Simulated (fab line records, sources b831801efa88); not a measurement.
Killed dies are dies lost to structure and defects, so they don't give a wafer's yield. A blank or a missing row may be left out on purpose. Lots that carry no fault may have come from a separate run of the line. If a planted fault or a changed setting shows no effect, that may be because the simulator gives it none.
The tool behind it: which one? || flow sky130 || at 1 step of a route of 708, 24 lots with 72 wafers sampled

WHAT THE GAUGES READ, wafer by wafer
SKY_POLY_GATE_THK_MEAS_04. Usual: POLY_GATE_CVD_03_THK typically reads 74.9 nm, with standard deviation 0.63.
{"lot": "L074", "measured": "day 14 20:25", "on": "filmMetro-01", "POLY_GATE_CVD_03_THK (nm)": "74.8 75.2 74.9", "flag": ""}
{"lot": "L075", "measured": "day 15 05:08", "on": "filmMetro-02", "POLY_GATE_CVD_03_THK (nm)": "73.9 74.8 74.5", "flag": ""}
{"lot": "L076", "measured": "day 15 15:16", "on": "filmMetro-01", "POLY_GATE_CVD_03_THK (nm)": "75.2 75.5 74.6", "flag": ""}
{"lot": "L077", "measured": "day 17 07:59", "on": "filmMetro-02", "POLY_GATE_CVD_03_THK (nm)": "74.8 74.8 74.6", "flag": ""}
{"lot": "L079", "measured": "day 17 20:55", "on": "filmMetro-02", "POLY_GATE_CVD_03_THK (nm)": "74.9 74.4 74.6", "flag": ""}
{"lot": "L078", "measured": "day 18 02:16", "on": "filmMetro-02", "POLY_GATE_CVD_03_THK (nm)": "75.7 75.4 74.8", "flag": ""}
{"lot": "L080", "measured": "day 18 05:23", "on": "filmMetro-02", "POLY_GATE_CVD_03_THK (nm)": "74.6 75.0 75.1", "flag": ""}
{"lot": "L081", "measured": "day 18 14:16", "on": "filmMetro-02", "POLY_GATE_CVD_03_THK (nm)": "74.8 74.7 74.4", "flag": ""}
{"lot": "L082", "measured": "day 18 19:41", "on": "filmMetro-04", "POLY_GATE_CVD_03_THK (nm)": "75.0 75.0 75.0", "flag": ""}
{"lot": "L084", "measured": "day 18 22:05", "on": "filmMetro-02", "POLY_GATE_CVD_03_THK (nm)": "74.1 74.2 74.2", "flag": ""}
{"lot": "L083", "measured": "day 18 22:08", "on": "filmMetro-01", "POLY_GATE_CVD_03_THK (nm)": "75.7 75.6 75.6", "flag": ""}
{"lot": "L086", "measured": "day 19 17:06", "on": "filmMetro-01", "POLY_GATE_CVD_03_THK (nm)": "74.6 74.6 75.1", "flag": ""}
{"lot": "L085", "measured": "day 19 22:42", "on": "filmMetro-01", "POLY_GATE_CVD_03_THK (nm)": "74.6 74.2 74.5", "flag": ""}
{"lot": "L087", "measured": "day 20 01:41", "on": "filmMetro-04", "POLY_GATE_CVD_03_THK (nm)": "73.8 74.5 74.5", "flag": ""}
{"lot": "L088", "measured": "day 20 08:57", "on": "filmMetro-01", "POLY_GATE_CVD_03_THK (nm)": "75.3 74.9 75.7", "flag": ""}
{"lot": "L089", "measured": "day 20 17:42", "on": "filmMetro-01", "POLY_GATE_CVD_03_THK (nm)": "74.2 74.5 73.7", "flag": ""}
{"lot": "L090", "measured": "day 20 22:09", "on": "filmMetro-01", "POLY_GATE_CVD_03_THK (nm)": "74.5 74.6 74.3", "flag": ""}
{"lot": "L091", "measured": "day 21 04:40", "on": "filmMetro-04", "POLY_GATE_CVD_03_THK (nm)": "76.7 76.3 76.8", "flag": ""}
{"lot": "L092", "measured": "day 21 14:23", "on": "filmMetro-02", "POLY_GATE_CVD_03_THK (nm)": "76.0 75.3 75.6", "flag": ""}
{"lot": "L093", "measured": "day 21 21:25", "on": "filmMetro-01", "POLY_GATE_CVD_03_THK (nm)": "75.3 75.3 75.3", "flag": ""}
{"lot": "L094", "measured": "day 22 13:31", "on": "filmMetro-04", "POLY_GATE_CVD_03_THK (nm)": "74.9 74.4 75.4", "flag": ""}
{"lot": "L095", "measured": "day 22 19:30", "on": "filmMetro-04", "POLY_GATE_CVD_03_THK (nm)": "74.8 75.5 75.5", "flag": ""}
{"lot": "L096", "measured": "day 22 23:47", "on": "filmMetro-02", "POLY_GATE_CVD_03_THK (nm)": "75.7 75.4 76.2", "flag": ""}
{"lot": "L097", "measured": "day 23 09:45", "on": "filmMetro-02", "POLY_GATE_CVD_03_THK (nm)": "76.4 76.4 75.7", "flag": ""}

WHICH TOOL RAN EACH LOT (tool, then ch and the chambers of the sampled wafers, then the start)
There is no process step in the record ahead of these readings.

AS READ BY THE TOOLS THEMSELVES (means over the sampled wafers that have a number; for cases with no such wafer, the mark the record gives instead)
The record holds no such reading with a usual standard deviation.

THE ANSWER, worked out from the rows above alone
Rule: lot off if the mean of its wafers having a number is beyond 3 standard deviations from the usual mean. Also off: a lot with no number at a reading for which 4 or more lots have one. The other lots that the step has rows for count as sound. After the gauges, taken in route order, come the tools' own readings; for these a lot's mean is taken, as printed above. At the first step where some lot is off, the reading lying furthest off is the one used; lots without a number count as furthest.
No lot is off on any of the readings shown, so nothing can be concluded from this.

WHAT HAD BEEN PUT IN BY THE SIMULATOR
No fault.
